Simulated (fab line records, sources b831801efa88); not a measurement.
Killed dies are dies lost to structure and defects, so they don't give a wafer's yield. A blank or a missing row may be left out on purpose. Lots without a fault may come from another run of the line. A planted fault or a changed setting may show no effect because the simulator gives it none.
A struck lot beside a sound one | flow sky130 | 20 steps out of a route of 708
Sound: wafers L647.1, L647.3, L647.4. Struck: wafers L653.3, L653.5, L653.6. The cause comes at the end.
At each step with rows: each side's tool, then ch and its chambers, then its first start. Under that, the readings that differ: sound wafers | struck wafers | difference of the means | sigmas: that difference in standard deviations of wafers without a fault.
alike: readings whose means differ by less than 2 such deviations, and words and numbers that are the same on both sides. not compared: withheld readings, readings that some wafer has no value for, bounds like >300 that may hide the same value, and numbers for which the record gives no deviation and whose values overlap.
The two part at a step that has a row with sigmas, a row that says differs or no value, or rows on one side only. Numbers that don't overlap but have no deviation are shown without sigmas and don't part them. A reading that every wafer of one side lacks parts them only if that side has two wafers or more.

SKY_METAL4_METAL_ETCH_18: etches the open film in Cl2/BCl3, stops on SiO2, target depth 845 nm, time 183.1 s.
  sound on rie_metal-01 ch 0,1, day 42 20:10; struck on rie_metal-04 ch 0,1, day 44 20:23
  alike: bias_w, drypump_motor_current_A, oes_product_au, throttle_valve_pct
  not compared: rf_hours_counter_h
SKY_METAL4_STRIP_19: strips in O2/N2.
  sound on plasma_asher-01 ch 0,1, day 42 20:21; struck on plasma_asher-02 ch 0,1, day 44 20:32
  alike: drypump_motor_current_A, n2_flow_sccm, oes_product_au, strip_time_to_endpoint_s
  not compared: rf_hours_counter_h
then, 4 steps without rows for these wafers: SKY_METAL4_STRIP_20 (strips in post etch residue remover, time 1200 s); SKY_METAL4_CLEAN_21 (cleans in IPA, time 180 s); SKY_METAL4_CLEAN_22 (cleans in O3/DIW); SKY_VIA4_HDPCVD_00 (deposits SiO2, target thk 1750 nm, time 287.7 s).
SKY_VIA4_THK_MEAS_01:
  sound on film_metro-04, day 42 21:15; struck on film_metro-02, day 44 21:23
  alike: VIA4_HDPCVD_THK
SKY_VIA4_CMP_02: polishes SiO2.
  sound on cmp-01 ch 0,1,3, day 42 21:19; struck on cmp-01 ch 0,2,3, day 44 21:31
  alike: motor_current_A
SKY_VIA4_BOW_MEAS_03:
  sound on film_metro-04, day 42 21:37; struck on film_metro-02, day 44 21:46
  alike: VIA4_BOW
then, 3 steps without rows for these wafers: SKY_VIA4_DEHYDRATE_04 (time 60 s); SKY_VIA4_HMDS_05 (prime time 60 s); SKY_VIA4_COAT_06 (resist thk 1140 nm).
SKY_VIA4_SOFTBAKE_07: time 60 s.
  sound on litho_track-01 ch 0, day 43 08:34; struck on litho_track-01 ch 0, day 45 08:04
  reading          | sound             | struck               | difference | sigmas
  run_length_s (s) | 88.95 89.01 89.19 | 108.08 107.83 107.94 | +18.90     | +99 or more
then, 3 steps without rows for these wafers: SKY_VIA4_EXPOSE_08 (exposes mask VIM4, target cd 800 nm); SKY_VIA4_PEB_09; SKY_VIA4_DEVELOP_10 (develop time 60 s).
SKY_VIA4_OVL_MEAS_11:
  sound on overlay-01, day 43 20:12; struck on overlay-02, day 45 19:20
  alike: VIA4_OVL
SKY_VIA4_ETCH_12: etches SiO2 in C4F8/O2/Ar, stops on TiN, target depth 580 nm.
  sound on rie_diel-02 ch 1,2,3, day 43 20:14; struck on rie_diel-02 ch 1,2,3, day 45 19:21
  alike: bias_w, oes_product_au
  not compared: model.NOVOLAK_of_VIA4_COAT_06.thk_nm
SKY_VIA4_STRIP_13: strips in O2/N2.
  sound on plasma_asher-01 ch 0,1, day 43 20:18; struck on plasma_asher-03 ch 0,1, day 45 19:28
  alike: drypump_motor_current_A, n2_flow_sccm, oes_product_au, strip_time_to_endpoint_s
  not compared: rf_hours_counter_h
-- the record jumps here: 3 days lie between the struck wafers' starts before and after (it left off in module VIA4 and takes up again in module PAD_OPEN, whose first step shown is number 708 of the route) --
SKY_PAD_OPEN_PROBE_99:
  sound on prober-01, day 46 18:28; struck on prober-02, day 48 12:10
  reading             | sound    | struck   | difference | sigmas
  killed_at_M4_up     | 6 1 8    | 0 2 1    | -4         | -2
  killed_at_contacts  | 32 32 29 | 17 21 12 | -14        | -3
  killed_at_front_end | 12 11 10 | 16 24 21 | +9         | +2
  alike: defect_limited_yield, killed_at_M0_to_M3, killed_at_other, killed_dies, killed_open, killed_short, sort_bin_3_pad_short, sort_bin_5_function, sort_bin_6_memory, sort_n_pass, sort_yield_pct

WHERE THEY PART
First at SKY_VIA4_SOFTBAKE_07; last, within this record, at SKY_PAD_OPEN_PROBE_99.

WHY: what the simulator had put in
Process parameter drift: litho_track-01, from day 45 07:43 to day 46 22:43, at SKY_VIA4_SOFTBAKE_07. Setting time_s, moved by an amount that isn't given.
